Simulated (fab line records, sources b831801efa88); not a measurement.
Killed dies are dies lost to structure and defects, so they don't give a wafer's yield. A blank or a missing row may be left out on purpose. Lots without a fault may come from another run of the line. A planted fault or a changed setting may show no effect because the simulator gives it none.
Which tool did it? | flow gf180mcu | 11 lots, 33 wafers sampled, at 6 steps of a route of 602

WHAT THE GAUGES READ, wafer by wafer
GF_POLY_GATE_CD_MEAS_10: target cd 280 nm. Usual: cd_nm 280.1 nm, standard deviation 1.3.
lot  | measured     | on        | cd_nm (nm)        | flag
L801 | day 9 05:08  | cd_sem-02 | 280.9 281.3 281.8 |
L802 | day 9 10:04  | cd_sem-02 | 279.4 279.8 280.0 |
L803 | day 9 16:49  | cd_sem-01 | 281.3 281.1 280.5 |
L804 | day 10 00:44 | cd_sem-02 | 281.1 281.9 281.2 |
L805 | day 10 07:14 | cd_sem-02 | 282.4 281.5 283.2 |
L807 | day 11 00:01 | cd_sem-01 | 279.0 280.6 279.7 |
L808 | day 11 09:44 | cd_sem-02 | 277.9 278.3 278.6 |
L809 | day 11 19:14 | cd_sem-01 | 279.7 280.9 281.0 |
L811 | day 12 15:35 | cd_sem-02 | 281.0 280.7 279.4 |
L815 | day 13 13:46 | cd_sem-02 | 277.5 277.8 277.7 |
L816 | day 14 00:23 | cd_sem-01 | 281.6 280.4 280.8 |

GF_HV_LDD_TW_MEAS_38. Usual: HV_LDD_3_TW 1442, standard deviation 17.
lot  | measured     | on            | HV_LDD_3_TW                   | flag
L801 | day 11 12:05 | film_metro-03 | 1433 1427 1424                |
L802 | day 11 16:11 | film_metro-01 | 1452 1463 1467                |
L803 | day 12 00:41 | film_metro-01 | 1452 1457 1451                |
L804 | day 12 12:05 | film_metro-03 | 1424 1427 1428                |
L805 | day 12 19:05 | film_metro-01 | 1452 1453 1454                |
L807 | day 13 17:59 | film_metro-03 | 1414 1421 1422                |
L808 | day 14 00:50 | film_metro-04 | 1454 1457 1449                |
L809 | day 14 13:14 | film_metro-01 | 1467 1469 1459                |
L811 | day 15 08:16 | film_metro-03 | 1420 1427 1422                |
L815 | day 16 15:02 | film_metro-03 | 1345 1344 1341 1346 1342 1342 | OFF
L816 | day 16 23:56 | film_metro-03 | 1343 1346 1347 1351 1350 1360 | OFF

GF_HV_LDD_RS_MEAS_53: measures by four-point-probe. Usual: HV_LDD_RS 418.3 ohm/sq, standard deviation 1.1.
lot  | measured     | on            | HV_LDD_RS (ohm/sq)                  | flag
L801 | day 12 06:09 | film_metro-03 | 418.6 419.8 420.9                   |
L802 | day 12 10:11 | film_metro-01 | 417.8 419.0 417.3                   |
L803 | day 12 19:14 | film_metro-01 | 418.9 417.2 419.0                   |
L804 | day 13 07:27 | film_metro-03 | 419.5 420.5 418.7                   |
L805 | day 13 14:44 | film_metro-01 | 416.3 417.4 417.4                   |
L807 | day 14 13:31 | film_metro-01 | 418.2 418.2 418.6                   |
L808 | day 14 21:46 | film_metro-04 | 417.9 417.9 417.3                   |
L809 | day 15 10:34 | film_metro-01 | 418.4 419.1 418.3                   |
L811 | day 16 06:23 | film_metro-04 | 416.5 416.8 416.3                   |
L815 | day 17 14:36 | film_metro-03 | 429.8 429.4 430.1 429.7 429.1 431.3 | OFF
L816 | day 17 23:20 | film_metro-01 | 430.3 429.9 429.9 430.9 430.0 429.1 | OFF

WHICH TOOL RAN EACH LOT (tool, then ch and the chambers of the sampled wafers, then the start)
lot  | GF_VT_IMPLANT_STRIP_09              | GF_DUAL_GATE_STRIP_13                | GF_HV_LDD_IMPLANT_35
L801 | plasma_asher-03 ch 0,1, day 5 15:04 | plasma_asher-01 ch 0,1, day 8 08:30  | implanter-01 ch 0, day 11 11:41
L802 | plasma_asher-01 ch 1, day 5 20:52   | plasma_asher-04 ch 1, day 8 13:23    | implanter-01 ch 0, day 11 15:48
L803 | plasma_asher-04 ch 0,1, day 6 02:25 | plasma_asher-02 ch 0,1, day 8 20:57  | implanter-01 ch 0, day 12 00:18
L804 | plasma_asher-04 ch 0,1, day 6 08:37 | plasma_asher-01 ch 0,1, day 9 04:25  | implanter-01 ch 0, day 12 11:41
L805 | plasma_asher-01 ch 0,1, day 6 15:25 | plasma_asher-04 ch 0,1, day 9 11:12  | implanter-02 ch 0, day 12 18:42
L807 | plasma_asher-04 ch 0,1, day 7 04:13 | plasma_asher-04 ch 0,1, day 10 01:54 | implanter-02 ch 0, day 13 17:35
L808 | plasma_asher-01 ch 1, day 7 11:34   | plasma_asher-04 ch 0,1, day 10 09:42 | implanter-02 ch 0, day 14 00:26
L809 | plasma_asher-01 ch 0,1, day 7 16:13 | plasma_asher-02 ch 0,1, day 10 17:59 | implanter-02 ch 0, day 14 12:20
L811 | plasma_asher-03 ch 0,1, day 8 07:05 | plasma_asher-02 ch 0,1, day 11 13:20 | implanter-03 ch 0, day 15 07:53
L815 | plasma_asher-01 ch 0,1, day 9 06:07 | plasma_asher-02 ch 0,1, day 12 11:27 | implanter-01 ch 0, day 16 14:38
L816 | plasma_asher-04 ch 0,1, day 9 14:58 | plasma_asher-04 ch 0,1, day 12 22:54 | implanter-01 ch 0, day 16 23:33
- GF_VT_IMPLANT_STRIP_09: strips in O2/N2.
- GF_DUAL_GATE_STRIP_13: strips in O2/N2.
- GF_HV_LDD_IMPLANT_35

WHAT THE TOOLS THEMSELVES READ (means of the sampled wafers that have a number; where no wafer has one, the mark that the record gives instead)
GF_VT_IMPLANT_STRIP_09. Usual: drypump_motor_current_A 5.51 A, standard deviation 0.22; heater_power_w 315 W, standard deviation 33; o2_flow_sccm 2998 sccm, standard deviation 8.8; oes_product_au 0.716 a.u., standard deviation 0.0044; strip_time_to_endpoint_s 12.64 s, standard deviation 0.037.
lot  | tool            | drypump_motor_current_A (A) | heater_power_w (W) | o2_flow_sccm (sccm) | oes_product_au (a.u.) | strip_time_to_endpoint_s (s) | flag
L801 | plasma_asher-03 | 5.44                        | 332                | 3004                | 0.718                 | 12.61                        |
L802 | plasma_asher-01 | 5.84                        | 285                | 3005                | 0.716                 | 12.62                        |
L803 | plasma_asher-04 | 5.47                        | 294                | 3010                | 0.711                 | 12.63                        |
L804 | plasma_asher-04 | 5.52                        | 293                | 3000                | 0.719                 | 12.64                        |
L805 | plasma_asher-01 | 5.66                        | 311                | 3000                | 0.715                 | 12.60                        |
L807 | plasma_asher-04 | 5.50                        | 297                | 2988                | 0.717                 | 12.64                        |
L808 | plasma_asher-01 | 5.83                        | 286                | 3006                | 0.715                 | 12.69                        |
L809 | plasma_asher-01 | 5.65                        | 319                | 2998                | 0.716                 | 12.67                        |
L811 | plasma_asher-03 | 5.35                        | 340                | 2988                | 0.716                 | 12.62                        |
L815 | plasma_asher-01 | 5.48                        | 338                | 2997                | 0.714                 | 12.62                        |
L816 | plasma_asher-04 | 5.49                        | 297                | 2987                | 0.715                 | 12.71                        |

GF_DUAL_GATE_STRIP_13. Usual: drypump_motor_current_A 5.49 A, standard deviation 0.16; heater_power_w 310 W, standard deviation 29; o2_flow_sccm 3002 sccm, standard deviation 9.6; oes_product_au 0.716 a.u., standard deviation 0.0049; strip_time_to_endpoint_s 12.63 s, standard deviation 0.036.
lot  | tool            | drypump_motor_current_A (A) | heater_power_w (W) | o2_flow_sccm (sccm) | oes_product_au (a.u.) | strip_time_to_endpoint_s (s) | flag
L801 | plasma_asher-01 | 5.66                        | 310                | 2991                | 0.716                 | 12.69                        |
L802 | plasma_asher-04 | 5.43                        | 307                | 2998                | 0.718                 | 12.64                        |
L803 | plasma_asher-02 | 5.38                        | 320                | 3004                | 0.713                 | 12.60                        |
L804 | plasma_asher-01 | 5.46                        | 341                | 3000                | 0.718                 | 12.65                        |
L805 | plasma_asher-04 | 5.48                        | 299                | 3010                | 0.717                 | 12.61                        |
L807 | plasma_asher-04 | 5.56                        | 290                | 3004                | 0.718                 | 12.65                        |
L808 | plasma_asher-04 | 5.50                        | 291                | 3003                | 0.715                 | 12.58                        |
L809 | plasma_asher-02 | 5.41                        | 342                | 2998                | 0.721                 | 12.61                        |
L811 | plasma_asher-02 | 5.38                        | 321                | 3002                | 0.712                 | 12.60                        |
L815 | plasma_asher-02 | 5.43                        | 340                | 2992                | 0.712                 | 12.63                        |
L816 | plasma_asher-04 | 5.50                        | 296                | 2995                | 0.719                 | 12.71                        |

GF_HV_LDD_IMPLANT_35. Usual: dose_ions_cm2 7.5e+12, standard deviation 8.3e+09; faraday_current_uA 42.4, standard deviation 0.83; rotation_deg 180.01 degrees, standard deviation 0.047.
lot  | tool         | dose_ions_cm2 | faraday_current_uA | rotation_deg (degrees) | flag
L801 | implanter-01 | 7.5e+12       | 42.1               | 180.01                 |
L802 | implanter-01 | 7.5e+12       | 42.9               | 180.02                 |
L803 | implanter-01 | 7.5e+12       | 41.4               | 179.99                 |
L804 | implanter-01 | 7.5e+12       | 42.1               | 179.97                 |
L805 | implanter-02 | 7.5e+12       | 42.9               | 180.04                 |
L807 | implanter-02 | 7.5e+12       | 42.5               | 180.00                 |
L808 | implanter-02 | 7.5e+12       | 42.8               | 180.00                 |
L809 | implanter-02 | 7.5e+12       | 41.9               | 179.99                 |
L811 | implanter-03 | 7.5e+12       | 41.8               | 179.98                 |
L815 | implanter-01 | 3.2e+12       | 18.1               | 179.99                 | OFF
L816 | implanter-01 | 3.2e+12       | 17.9               | 180.05                 | OFF

THE ANSWER, worked out from the rows above alone
Rule: a lot is off if the mean of its wafers that have a number lies more than 3 standard deviations from the usual mean. A lot without any number at a reading at which 4 lots or more have one is off too. The other lots that the step has rows for count as sound. The gauges are gone through in route order, then the tools' own readings, and for those a lot's mean is taken as printed above. The first step at which some lot is off is used, and at that step the reading that is off furthest; a lot without a number counts as furthest.
Off: L815, L816, at GF_HV_LDD_TW_MEAS_38 (HV_LDD_3_TW).
A tool fits if, at a process step before that reading, it ran every lot that is off, and no sound lot after the first of them. The gauges at GF_HV_LDD_TW_MEAS_38 aren't tried: what is off there is off at GF_HV_LDD_IMPLANT_35 too, on other tools, and a gauge's error can't cause that. One fits: implanter-01 at GF_HV_LDD_IMPLANT_35. Its last sound lot is L804 (day 12 11:41), its first lot that is off L815 (day 16 14:38): a fault that began between those two fits.
The tool's own readings at GF_HV_LDD_IMPLANT_35 bear it out: on the lots that are off they differ by more than 5 times the standard deviation of the sound lots' means. dose_ions_cm2 reads 3.2e+12 there against 7.5e+12 on the sound lots; faraday_current_uA reads 18.0 there against 42.3 on the sound lots.

WHAT THE SIMULATOR HAD PUT IN
Process parameter drift: implanter-01, from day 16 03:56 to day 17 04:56, at GF_HV_LDD_IMPLANT_35. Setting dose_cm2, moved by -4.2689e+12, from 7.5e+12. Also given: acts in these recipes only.
Lots struck among those shown: L815, L816. The rule above found the same.
